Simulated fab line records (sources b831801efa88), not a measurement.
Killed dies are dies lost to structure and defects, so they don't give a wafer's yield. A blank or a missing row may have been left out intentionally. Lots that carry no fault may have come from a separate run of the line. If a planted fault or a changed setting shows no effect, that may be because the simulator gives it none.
Which tool is to blame? ; flow gf180mcu ; Sampling: 11 lots, 33 wafers, 5 of 602 route steps

## WHAT THE GAUGES SHOWED, per wafer
GF_M3_RS_MEAS_05: the measuring method here is four-point-probe.
lot;measured;on;M3_ALCU_RS (ohm/sq)
L787;day 21 17:31;filmMetro-01;0.0708 0.0697 0.0703
L788;day 22 08:40;filmMetro-02;0.0698 0.0694 0.0692
L789;day 22 14:05;filmMetro-03;0.0698 0.0693 0.0697
L790;day 22 18:29;filmMetro-03;0.0681 0.0688 0.0688
L798;day 25 15:47;filmMetro-01;0.0686 0.0686 0.0689
L799;day 26 01:22;filmMetro-03;0.0706 0.0702 0.0706
L801;day 26 09:25;filmMetro-02;0.0693 0.0688 0.0696
L802;day 26 17:46;filmMetro-03;0.0691 0.0700 0.0698
L803;day 27 03:22;filmMetro-01;0.0699 0.0702 0.0699
L804;day 27 07:45;filmMetro-02;0.0696 0.0696 0.0686
L806;day 27 21:04;filmMetro-01;0.0701 0.0688 0.0695

GF_V3_BOW_MEAS_05.
lot;measured;on;V3_BOW (um)
L787;day 22 18:22;filmMetro-02;124 124 146
L788;day 23 09:07;filmMetro-01;120 116 112
L789;day 23 13:48;filmMetro-04;125 132 122
L790;day 23 18:11;filmMetro-02;113 115 115
L798;day 26 14:34;filmMetro-02;103 122 124
L799;day 26 23:45;filmMetro-04;116 120 120
L801;day 27 07:49;filmMetro-01;135 118 116
L802;day 27 15:30;filmMetro-01;123 129 120
L803;day 28 01:11;filmMetro-04;111 107 98
L804;day 28 05:16;filmMetro-02;118 132 112
L806;day 28 17:49;filmMetro-02;119 110 115

GF_V3_RS_MEAS_24: the measuring method here is four-point-probe.
lot;measured;on;V3_W_RS (ohm/sq)
L787;day 23 17:58;filmMetro-01;0.332 0.322 0.324
L788;day 24 08:56;filmMetro-04;0.282 0.281 0.279
L789;day 24 13:07;filmMetro-04;0.329 0.325 0.330
L790;day 24 17:15;filmMetro-01;0.279 0.277 0.280
L798;day 27 12:07;filmMetro-02;0.330 0.327 0.327
L799;day 27 21:22;filmMetro-02;0.330 0.331 0.333
L801;day 28 04:57;filmMetro-01;0.329 0.327 0.328
L802;day 28 12:23;filmMetro-02;0.330 0.332 0.327
L803;day 28 21:01;filmMetro-04;0.330 0.328 0.328
L804;day 29 01:10;filmMetro-01;0.325 0.322 0.323
L806;day 29 13:40;filmMetro-02;0.326 0.326 0.322

GF_V3_THK_MEAS_25: measures by xrf.
lot;measured;on;V3_W_THK (nm)
L787;day 23 18:05;filmMetro-01;339 349 345
L788;day 24 09:03;filmMetro-04;401 399 403
L789;day 24 13:13;filmMetro-04;343 348 341
L790;day 24 17:22;filmMetro-01;400 401 400
L798;day 27 12:14;filmMetro-02;341 344 344
L799;day 27 21:28;filmMetro-02;341 341 340
L801;day 28 05:04;filmMetro-01;340 340 337
L802;day 28 12:30;filmMetro-02;342 340 341
L803;day 28 21:07;filmMetro-04;347 347 346
L804;day 29 01:16;filmMetro-01;343 348 347
L806;day 29 13:47;filmMetro-02;348 347 350

## WHAT TOOL EACH LOT RAN ON (gives the tool, then ch and the chambers of the sampled wafers, and finally the start)
lot;GF_V3_CVD_23
L787;cvdW-01 ch 0,1, day 23 17:51
L788;cvdW-01 ch 0,1, day 24 08:48
L789;cvdW-02 ch 0,1, day 24 12:59
L790;cvdW-01 ch 1, day 24 17:07
L798;cvdW-01 ch 0, day 27 12:00
L799;cvdW-02 ch 0,1, day 27 21:15
L801;cvdW-01 ch 0,1, day 28 04:50
L802;cvdW-02 ch 0,1, day 28 12:16
L803;cvdW-01 ch 0,1, day 28 20:54
L804;cvdW-01 ch 0,1, day 29 01:02
L806;cvdW-01 ch 0,1, day 29 13:33
- GF_V3_CVD_23: deposits W, target thk 350 nm, time 104.9 s.

## WHAT THE TOOLS THEMSELVES READ (means of the sampled wafers that have a number; where no wafer has one, the mark that the record gives instead)
GF_V3_CVD_23.
lot;tool;heaterPowerW (W);susceptorTempC (C)
L787;cvdW-01;852;399.86
L788;cvdW-01;929;409.03
L789;cvdW-02;864;399.87
L790;cvdW-01;914;409.20
L798;cvdW-01;859;399.96
L799;cvdW-02;886;400.07
L801;cvdW-01;876;399.91
L802;cvdW-02;901;399.93
L803;cvdW-01;874;400.24
L804;cvdW-01;870;400.19
L806;cvdW-01;858;400.02

## THE ANSWER, worked out from the rows above alone
Rule: the lots themselves supply what counts as usual. Put in order of their means at a reading, lots are off if they are a third of the lots or fewer, leave a main group of 4 or more, and stand apart from it by a gap of 3 or more times the standard deviation of the main group's means; of several such gaps the widest counts. A main group whose means are all the same, to the digits that the tables above print for the reading, isn't used. A lot without any number at a reading at which 4 lots or more have one is off too. All remaining lots with rows at the step are treated as sound. Order of review: gauges by route order, followed by the tools' own readings, for which a lot's mean as printed above is used. At the first step where some lot is off, the reading lying furthest off is the one used; lots without a number count as furthest.
Off: at GF_V3_RS_MEAS_24 (V3_W_RS), L788, L790. For the main group the mean is 0.328 ohm/sq and the standard deviation 0.0023.
A tool fits if, at a process step before that reading, it ran every lot that is off, and no sound lot after the first of them. Not tried: the gauges at GF_V3_RS_MEAS_24; whatever is off there is also off at GF_V3_CVD_23, on other tools, and gauge error can't account for it. None of those tried fits.

## WHAT THE SIMULATOR HAD PUT IN
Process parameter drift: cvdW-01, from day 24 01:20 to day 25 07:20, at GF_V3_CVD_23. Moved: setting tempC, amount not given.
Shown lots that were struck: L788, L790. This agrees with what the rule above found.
